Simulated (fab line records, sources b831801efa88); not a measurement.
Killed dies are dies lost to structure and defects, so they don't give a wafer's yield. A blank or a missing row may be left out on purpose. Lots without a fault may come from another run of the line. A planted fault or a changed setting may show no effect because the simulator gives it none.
Which tool did it? | flow gf180mcu | 24 lots, 72 wafers sampled, at 4 steps of a route of 602

WHAT THE GAUGES READ, wafer by wafer
GF_M3_CD_MEAS_14: target cd 280 nm. Usual: cd_nm 280.4 nm, standard deviation 1.1.
lot  | measured     | on        | cd_nm (nm)        | flag
L074 | day 21 03:08 | cd_sem-02 | 278.6 279.7 279.6 |
L075 | day 21 18:22 | cd_sem-01 | 279.9 279.1 279.9 |
L076 | day 22 03:59 | cd_sem-02 | 280.6 279.2 279.9 |
L077 | day 22 07:23 | cd_sem-02 | 279.1 279.2 279.8 |
L078 | day 22 16:15 | cd_sem-01 | 283.3 282.5 282.9 |
L079 | day 22 23:47 | cd_sem-02 | 280.2 278.7 280.0 |
L080 | day 23 16:56 | cd_sem-01 | 282.3 282.0 281.9 |
L081 | day 23 21:46 | cd_sem-01 | 278.1 277.8 277.4 |
L082 | day 24 05:47 | cd_sem-01 | 281.4 281.7 282.5 |
L083 | day 24 09:51 | cd_sem-01 | 280.1 279.8 278.5 |
L084 | day 25 01:23 | cd_sem-01 | 280.2 279.0 280.2 |
L085 | day 25 03:36 | cd_sem-01 | 280.6 280.1 280.8 |
L086 | day 25 22:05 | cd_sem-01 | 280.3 281.5 280.1 |
L087 | day 26 07:29 | cd_sem-01 | 280.7 280.9 281.3 |
L088 | day 26 10:52 | cd_sem-01 | 279.9 280.2 279.2 |
L089 | day 26 15:26 | cd_sem-02 | 280.4 282.0 281.6 |
L090 | day 26 21:56 | cd_sem-02 | 280.5 281.0 280.5 |
L091 | day 27 07:11 | cd_sem-02 | 282.1 280.5 281.2 |
L092 | day 27 14:54 | cd_sem-02 | 280.3 281.4 279.9 |
L093 | day 27 21:12 | cd_sem-02 | 279.8 280.0 279.8 |
L094 | day 28 01:14 | cd_sem-01 | 279.9 279.1 279.8 |
L095 | day 28 10:23 | cd_sem-02 | 281.5 280.0 279.1 |
L096 | day 28 16:51 | cd_sem-01 | 281.6 281.3 280.7 |
L097 | day 28 23:00 | cd_sem-02 | 280.6 280.6 280.8 |

WHICH TOOL RAN EACH LOT (tool, then ch and the chambers of the sampled wafers, then the start)
lot  | GF_V1_ETCH_17                                 | GF_V2_CMP_04                  | GF_V2_ETCH_16
L074 | rie_diel-02 ch 2,3, day 19 00:02 or earlier   | cmp-02 ch 0,1,2, day 19 00:02 | rie_diel-03 ch 0,1,2, day 20 01:31
L075 | rie_diel-03 ch 0,3, day 19 16:26 or earlier   | cmp-01 ch 0,1, day 19 16:26   | rie_diel-01 ch 1,2,3, day 20 16:21
L076 | rie_diel-03 ch 1,2, day 20 02:10 or earlier   | cmp-01 ch 0,2,3, day 20 02:10 | rie_diel-03 ch 0,2,3, day 21 02:51
L077 | rie_diel-02 ch 0,1,2, day 20 05:15 or earlier | cmp-01 ch 0,1,3, day 20 05:15 | rie_diel-01 ch 1,2,3, day 21 06:35
L078 | rie_diel-03 ch 2,3, day 20 16:00 or earlier   | cmp-02 ch 0,2, day 20 16:00   | rie_diel-03 ch 1,3, day 21 15:56
L079 | rie_diel-01 ch 0,3, day 20 23:21 or earlier   | cmp-02 ch 1,2,3, day 20 23:21 | rie_diel-01 ch 0,1,2, day 21 23:12
L080 | rie_diel-03 ch 2,3, day 21 14:39 or earlier   | cmp-01 ch 0,2, day 21 14:39   | rie_diel-01 ch 0,2,3, day 22 14:33
L081 | rie_diel-01 ch 1,3, day 21 21:41 or earlier   | cmp-01 ch 0,1,3, day 21 21:41 | rie_diel-01 ch 0,1, day 22 21:18
L082 | rie_diel-02 ch 1,3, day 22 06:00 or earlier   | cmp-01 ch 0,1,2, day 22 06:00 | rie_diel-03 ch 0,1,2, day 23 05:48
L083 | rie_diel-03 ch 0,1,3, day 22 11:04 or earlier | cmp-02 ch 0,1,3, day 22 11:04 | rie_diel-04 ch 1,2,3, day 23 10:33
L084 | rie_diel-01 ch 1,2,3, day 23 02:42 or earlier | cmp-02 ch 0,1,2, day 23 02:42 | rie_diel-03 ch 0,3, day 24 01:29
L085 | rie_diel-02 ch 1,2,3, day 23 04:38 or earlier | cmp-01 ch 0,1,3, day 23 04:38 | rie_diel-01 ch 1, day 24 03:45
L086 | rie_diel-02 ch 1,2, day 23 23:35 or earlier   | cmp-01 ch 2,3, day 23 23:35   | rie_diel-03 ch 2,3, day 24 22:39
L087 | rie_diel-01 ch 0,2,3, day 24 10:36 or earlier | cmp-01 ch 1,2, day 24 10:36   | rie_diel-03 ch 0,3, day 25 08:38
L088 | rie_diel-02 ch 0,3, day 24 13:02 or earlier   | cmp-01 ch 0,2,3, day 24 13:02 | rie_diel-03 ch 0,1,2, day 25 11:59
L089 | rie_diel-03 ch 0,1, day 24 18:59 or earlier   | cmp-01 ch 0,1,3, day 24 18:59 | rie_diel-03 ch 1,2,3, day 25 16:54
L090 | rie_diel-01 ch 1,3, day 25 02:13 or earlier   | cmp-01 ch 2,3, day 25 02:13   | rie_diel-03 ch 1,2, day 25 23:29
L091 | rie_diel-01 ch 0,1, day 25 12:20 or earlier   | cmp-01 ch 0,2,3, day 25 12:20 | rie_diel-03 ch 2,3, day 26 09:33
L092 | rie_diel-03 ch 1,2,3, day 25 19:49 or earlier | cmp-01 ch 0,1,3, day 25 19:49 | rie_diel-03 ch 0,1,2, day 26 16:54
L093 | rie_diel-01 ch 2,3, day 26 02:08 or earlier   | cmp-02 ch 0,1,3, day 26 02:08 | rie_diel-01 ch 0,1,2, day 26 23:32
L094 | rie_diel-01 ch 1,2,3, day 26 06:12 or earlier | cmp-02 ch 0,2,3, day 26 06:12 | rie_diel-01 ch 0,1,2, day 27 03:32
L095 | rie_diel-02 ch 1,2,3, day 26 16:26 or earlier | cmp-01 ch 2,3, day 26 16:26   | rie_diel-03 ch 1,2,3, day 27 13:06
L096 | rie_diel-02 ch 0,1, day 26 23:26 or earlier   | cmp-02 ch 1,2,3, day 26 23:26 | rie_diel-03 ch 1,2,3, day 27 20:15
L097 | rie_diel-03 ch 0,3, day 27 06:01 or earlier   | cmp-01 ch 0,1,2, day 27 06:01 | rie_diel-01 ch 1,3, day 28 02:20
- GF_V1_ETCH_17: etches SiO2 in C4F8/O2/Ar, stops on TiN, target depth 630 nm.
- GF_V2_CMP_04: polishes SiO2.
- GF_V2_ETCH_16: etches BARC in N2/H2.

WHAT THE TOOLS THEMSELVES READ (means of the sampled wafers that have a number; where no wafer has one, the mark that the record gives instead)
GF_V1_ETCH_17. Usual: chamber_pressure_mTorr 40.00 mTorr, standard deviation 0.036; oes_product_au 0.856 a.u., standard deviation 0.0048; rf_fwd_power_W 1492 W, standard deviation 5.7.
lot  | tool        | chamber_pressure_mTorr (mTorr) | oes_product_au (a.u.) | rf_fwd_power_W (W) | flag
L074 | rie_diel-02 | 39.99                          | 0.855                 | 1494               |
L075 | rie_diel-03 | 40.02                          | 0.855                 | 1488               |
L076 | rie_diel-03 | 39.99                          | 0.855                 | 1495               |
L077 | rie_diel-02 | 40.03                          | 0.857                 | 1495               |
L078 | rie_diel-03 | 40.00                          | 0.853                 | 1488               |
L079 | rie_diel-01 | 40.01                          | 0.861                 | 1493               |
L080 | rie_diel-03 | 40.02                          | 0.857                 | 1485               |
L081 | rie_diel-01 | 40.01                          | 0.856                 | 1489               |
L082 | rie_diel-02 | 39.99                          | 0.856                 | 1494               |
L083 | rie_diel-03 | 39.99                          | 0.851                 | 1494               |
L084 | rie_diel-01 | 40.00                          | 0.857                 | 1492               |
L085 | rie_diel-02 | 40.00                          | 0.854                 | 1495               |
L086 | rie_diel-02 | 40.02                          | 0.860                 | 1486               |
L087 | rie_diel-01 | 39.95                          | 0.854                 | 1490               |
L088 | rie_diel-02 | 39.99                          | 0.856                 | 1491               |
L089 | rie_diel-03 | 40.00                          | 0.858                 | 1496               |
L090 | rie_diel-01 | 40.00                          | 0.858                 | 1496               |
L091 | rie_diel-01 | 39.98                          | 0.857                 | 1491               |
L092 | rie_diel-03 | 40.01                          | 0.859                 | 1488               |
L093 | rie_diel-01 | 40.00                          | 0.858                 | 1493               |
L094 | rie_diel-01 | 40.03                          | 0.864                 | 1496               |
L095 | rie_diel-02 | 40.02                          | 0.851                 | 1490               |
L096 | rie_diel-02 | 39.98                          | 0.850                 | 1493               |
L097 | rie_diel-03 | 39.96                          | 0.855                 | 1494               |

GF_V2_CMP_04. Usual: motor_current_A 12.7 A, standard deviation 1; retaining_ring_pressure_frac 1.000, standard deviation 0.0053; time_to_endpoint_s 81 s, standard deviation 5.
lot  | tool   | motor_current_A (A) | retaining_ring_pressure_frac | time_to_endpoint_s (s) | flag
L074 | cmp-02 | 13.0                | 0.994                        | 79                     |
L075 | cmp-01 | 12.0                | 1.003                        | 87                     |
L076 | cmp-01 | 12.5                | 1.003                        | 84                     |
L077 | cmp-01 | 12.8                | 0.999                        | 83                     |
L078 | cmp-02 | 13.2                | 0.998                        | 79                     |
L079 | cmp-02 | 13.2                | 0.997                        | 84                     |
L080 | cmp-01 | 11.7                | 1.005                        | 84                     |
L081 | cmp-01 | 12.4                | 1.000                        | 80                     |
L082 | cmp-01 | 11.8                | 0.995                        | 81                     |
L083 | cmp-02 | 13.2                | 1.001                        | 79                     |
L084 | cmp-02 | 13.2                | 0.998                        | 85                     |
L085 | cmp-01 | 12.8                | 1.004                        | 83                     |
L086 | cmp-01 | 13.0                | 1.002                        | 78                     |
L087 | cmp-01 | 11.9                | 1.004                        | 82                     |
L088 | cmp-01 | 13.0                | 1.002                        | 81                     |
L089 | cmp-01 | 12.5                | 0.999                        | 74                     |
L090 | cmp-01 | 12.7                | 0.999                        | 80                     |
L091 | cmp-01 | 12.7                | 1.000                        | 80                     |
L092 | cmp-01 | 12.4                | 0.997                        | 83                     |
L093 | cmp-02 | 13.5                | 1.003                        | 88                     |
L094 | cmp-02 | 13.3                | 0.996                        | 80                     |
L095 | cmp-01 | 12.3                | 1.003                        | 83                     |
L096 | cmp-02 | 13.3                | 1.000                        | 78                     |
L097 | cmp-01 | 11.9                | 1.005                        | 85                     |

GF_V2_ETCH_16. Usual: chamber_pressure_mTorr 30.00 mTorr, standard deviation 0.039; drypump_motor_current_A 5.6 A, standard deviation 0.51; oes_product_au 0.854 a.u., standard deviation 0.0044; rf_fwd_power_W 495.1 W, standard deviation 2.1; throttle_valve_pct 13.226 %, standard deviation 0.0089.
lot  | tool        | chamber_pressure_mTorr (mTorr) | drypump_motor_current_A (A) | oes_product_au (a.u.) | rf_fwd_power_W (W) | throttle_valve_pct (%) | flag
L074 | rie_diel-03 | 30.00                          | 5.5                         | 0.854                 | 496.1              | 13.234                 |
L075 | rie_diel-01 | 30.02                          | 5.7                         | 0.853                 | 495.6              | 13.231                 |
L076 | rie_diel-03 | 30.00                          | 5.7                         | 0.858                 | 494.0              | 13.227                 |
L077 | rie_diel-01 | 30.00                          | 5.7                         | 0.852                 | 495.8              | 13.227                 |
L078 | rie_diel-03 | 29.98                          | 6.1                         | 0.851                 | 494.8              | 13.233                 |
L079 | rie_diel-01 | 30.02                          | 5.4                         | 0.849                 | 496.4              | 13.232                 |
L080 | rie_diel-01 | 30.04                          | 5.5                         | 0.857                 | 495.8              | 13.226                 |
L081 | rie_diel-01 | 29.94                          | 5.2                         | 0.856                 | 496.2              | 13.220                 |
L082 | rie_diel-03 | 30.02                          | 5.5                         | 0.854                 | 494.7              | 13.230                 |
L083 | rie_diel-04 | 30.04                          | 5.8                         | 0.859                 | 495.3              | 13.225                 |
L084 | rie_diel-03 | 29.98                          | 6.2                         | 0.855                 | 494.3              | 13.219                 |
L085 | rie_diel-01 | 30.02                          | 5.6                         | 0.855                 | 495.7              | 13.227                 |
L086 | rie_diel-03 | 29.99                          | 5.9                         | 0.855                 | 493.7              | 13.230                 |
L087 | rie_diel-03 | 29.99                          | 5.9                         | 0.854                 | 494.6              | 13.232                 |
L088 | rie_diel-03 | 29.99                          | 5.6                         | 0.852                 | 495.8              | 13.229                 |
L089 | rie_diel-03 | 30.01                          | 5.8                         | 0.853                 | 494.6              | 13.215                 |
L090 | rie_diel-03 | 30.01                          | 5.6                         | 0.855                 | 495.4              | 13.231                 |
L091 | rie_diel-03 | 30.07                          | 5.4                         | 0.852                 | 493.6              | 13.228                 |
L092 | rie_diel-03 | 30.01                          | 5.5                         | 0.852                 | 495.0              | 13.229                 |
L093 | rie_diel-01 | 30.00                          | 5.4                         | 0.853                 | 495.4              | 13.229                 |
L094 | rie_diel-01 | 30.01                          | 5.4                         | 0.852                 | 495.3              | 13.222                 |
L095 | rie_diel-03 | 30.00                          | 5.7                         | 0.856                 | 494.4              | 13.230                 |
L096 | rie_diel-03 | 30.00                          | 5.8                         | 0.855                 | 494.8              | 13.220                 |
L097 | rie_diel-01 | 30.01                          | 5.7                         | 0.852                 | 496.3              | 13.220                 |

THE ANSWER, worked out from the rows above alone
Rule: a lot is off if the mean of its wafers that have a number lies more than 3 standard deviations from the usual mean. A lot without any number at a reading at which 4 lots or more have one is off too. The other lots that the step has rows for count as sound. The gauges are gone through in route order, then the tools' own readings, and for those a lot's mean is taken as printed above. The first step at which some lot is off is used, and at that step the reading that is off furthest; a lot without a number counts as furthest.
No lot is off at any reading shown: from this, nothing can be told.

WHAT THE SIMULATOR HAD PUT IN
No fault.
